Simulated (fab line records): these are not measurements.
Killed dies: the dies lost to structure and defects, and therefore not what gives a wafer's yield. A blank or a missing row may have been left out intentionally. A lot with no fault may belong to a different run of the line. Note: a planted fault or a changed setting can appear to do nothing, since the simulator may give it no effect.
The tool behind it: which one? | flow sfq-line | 6 lots, 18 wafers sampled, at 4 steps of a route of 325

== WHAT EACH GAUGE READ, for each wafer ==
SFQ_JJ_OVL_MEAS_931.
lot  | measured     | on         | J5_OVL (nm)
L196 | day 50 22:40 | overlay-01 | -3 0 0
L199 | day 51 22:49 | overlay-01 | 4 3 11
L202 | day 52 15:37 | overlay-01 | 3 -1 6
L206 | day 55 09:49 | overlay-02 | 1 2 2
L210 | day 56 18:59 | overlay-01 | -5 0 6
L214 | day 58 06:40 | overlay-02 | -2 -1 -1

== TOOL THAT RAN EACH LOT (tool first, then ch and the chambers of the sampled wafers, then the start) ==
lot  | SFQ_TRILAYER_M4_STRIP_STRIP_097   | SFQ_TRILAYER_I4_METRO_MEASURE_101 | SFQ_TRILAYER_JJ_TRILAYER_DEP_SPUTTER_109
L196 | rie-metal-03 ch 1, day 45 00:59   | film-metro-02, day 45 10:56       | pvd-sputter-05, day 45 16:04
L199 | rie-metal-04 ch 0,1, day 51 04:56 | film-metro-02, day 51 09:28       | pvd-sputter-03, day 51 13:54
L202 | rie-metal-04 ch 0,1, day 51 18:27 | film-metro-01, day 52 01:25       | pvd-sputter-05, day 52 10:37
L206 | rie-metal-01 ch 0,1, day 54 21:39 | film-metro-03, day 55 01:50       | pvd-sputter-04, day 55 06:12
L210 | rie-metal-01 ch 0,1, day 56 06:15 | film-metro-01, day 56 11:02       | pvd-sputter-03, day 56 15:04
L214 | rie-metal-03 ch 0,1, day 57 15:47 | film-metro-02, day 57 22:02       | pvd-sputter-05, day 58 02:28
- SFQ_TRILAYER_M4_STRIP_STRIP_097: strips in O2.
- SFQ_TRILAYER_I4_METRO_MEASURE_101
- SFQ_TRILAYER_JJ_TRILAYER_DEP_SPUTTER_109: material Nb, target thk 150 nm, time 100 s.

== THE ANSWER, worked out from the rows above alone ==
Rule: usual is defined by the lots themselves. Put in order of their means at a reading, lots are off if they are a third of the lots or fewer, leave a main group of 4 or more, and stand apart from it by a gap of 3 or more times the standard deviation of the main group's means; of several such gaps the widest counts. If all means in a main group match to the digits the tables above print for the reading, that group is not used. A lot without any number at a reading at which 4 lots or more have one is off too. The other lots that the step has rows for count as sound.
Across all readings shown, no lot is off: no conclusion can be drawn from this.

== WHAT THE SIMULATOR HAD PUT IN ==
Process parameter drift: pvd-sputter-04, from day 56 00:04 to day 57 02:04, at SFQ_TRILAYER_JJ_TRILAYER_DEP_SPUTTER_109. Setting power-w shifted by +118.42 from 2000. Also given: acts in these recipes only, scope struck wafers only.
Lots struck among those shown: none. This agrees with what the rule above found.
